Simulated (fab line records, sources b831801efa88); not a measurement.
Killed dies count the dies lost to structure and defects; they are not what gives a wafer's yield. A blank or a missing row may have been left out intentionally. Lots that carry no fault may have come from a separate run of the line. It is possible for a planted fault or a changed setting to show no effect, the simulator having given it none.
Struck lot and sound lot, side by side | flow gf180mcu | 15 out of 602 route steps
Sound: wafers L310.2, L310.3, L310.4. The struck wafers were L316.1, L316.2, L316.3. The cause is given at the end.
At each step with rows: each side's tool, then ch and its chambers, then its first start. Under that, the readings that differ: sound wafers | struck wafers | difference of the means | sigmas: that difference in standard deviations of wafers without a fault.
alike: a reading whose means differ by less than 2 such deviations, as well as words and numbers matching on both sides. not compared: withheld readings; readings where some wafer has no value; bounds like >300 that might hide an equal value; numbers whose values overlap and for which the record gives no deviation.
Wherever a step has rows on one side only, a row that says differs or no value, or a row with sigmas, the two part there. Numbers that have no deviation but don't overlap get no sigmas and don't part them. A reading that every wafer of one side lacks parts them only if that side has two wafers or more.

first, 6 steps without rows for these wafers: GF_PSD_HMDS_01 (prime time 60 s); GF_PSD_COAT_02 (resist thk 1000 nm); GF_PSD_SOFTBAKE_03 (time 60 s); GF_PSD_EXPOSE_04 (exposes mask Pplus, target cd 400 nm); GF_PSD_PEB_05; GF_PSD_DEVELOP_06 (develop time 60 s).
GF_PSD_CD_MEAS_07 targets a cd of 400 nm.
  sound on cd_sem-01, day 16 14:37; struck on cd_sem-02, day 18 10:03
  alike: cd_nm
GF_PSD_OVL_MEAS_08:
  sound on overlay-01, day 16 14:44; struck on overlay-02, day 18 10:10
  reading      | sound       | struck         | difference | sigmas
  PSD_OVL (nm) | 2.9 2.3 2.1 | -2.9 -3.8 -5.0 | -6.3       | -5
then, 1 step without rows for these wafers: GF_PSD_IMPLANT_09.
GF_PSD_STRIP_10: strips in O2/N2.
  sound on plasma_asher-02 ch 0,1, day 16 14:55; struck on plasma_asher-02 ch 0,1, day 18 10:22
  alike: drypump_motor_current_A, heater_power_w, oes_product_au, strip_time_to_endpoint_s
  not compared: rf_hours_counter_h
GF_PSD_TW_MEAS_11:
  sound on film_metro-04, day 16 15:01; struck on film_metro-04, day 18 10:28
  alike: PSD_TW
then, 1 step without rows for these wafers: GF_PSD_CLEAN_12 (cleans in SC1/SC2, time 150 s).
GF_PSD_RTA_13: time 20 s.
  struck on rtp_anneal-01, day 18 10:34; sound on rtp_anneal-02 ch 0, day 16 15:08
  no value came back on the struck wafers for anneal_temp_c_max, chamber_o2_ppm, lamp_power_pct (%), wafer_temp_C_max; on the sound wafers anneal_temp_c_max reads 1030.0 1030.5 1030.1
GF_PSD_RS_MEAS_14: measures by four-point-probe.
  sound on film_metro-03, day 16 15:13; struck on film_metro-03, day 18 10:39
  reading         | sound             | struck | difference                    | sigmas
  NSD_RS (ohm/sq) | 46.17 46.08 46.18 | - - -  | no value on the struck wafers |
GF_PSD_RS_MEAS_15: measures by four-point-probe.
  sound on film_metro-03, day 16 15:20; struck on film_metro-03, day 18 10:46
  reading         | sound             | struck | difference                    | sigmas
  PSD_RS (ohm/sq) | 109.7 109.6 109.5 | - - -  | no value on the struck wafers |

## WHERE THEY PART
Last at GF_PSD_RS_MEAS_15 as far as this record goes, first at GF_PSD_OVL_MEAS_08.

WHY: the cause the simulator had injected
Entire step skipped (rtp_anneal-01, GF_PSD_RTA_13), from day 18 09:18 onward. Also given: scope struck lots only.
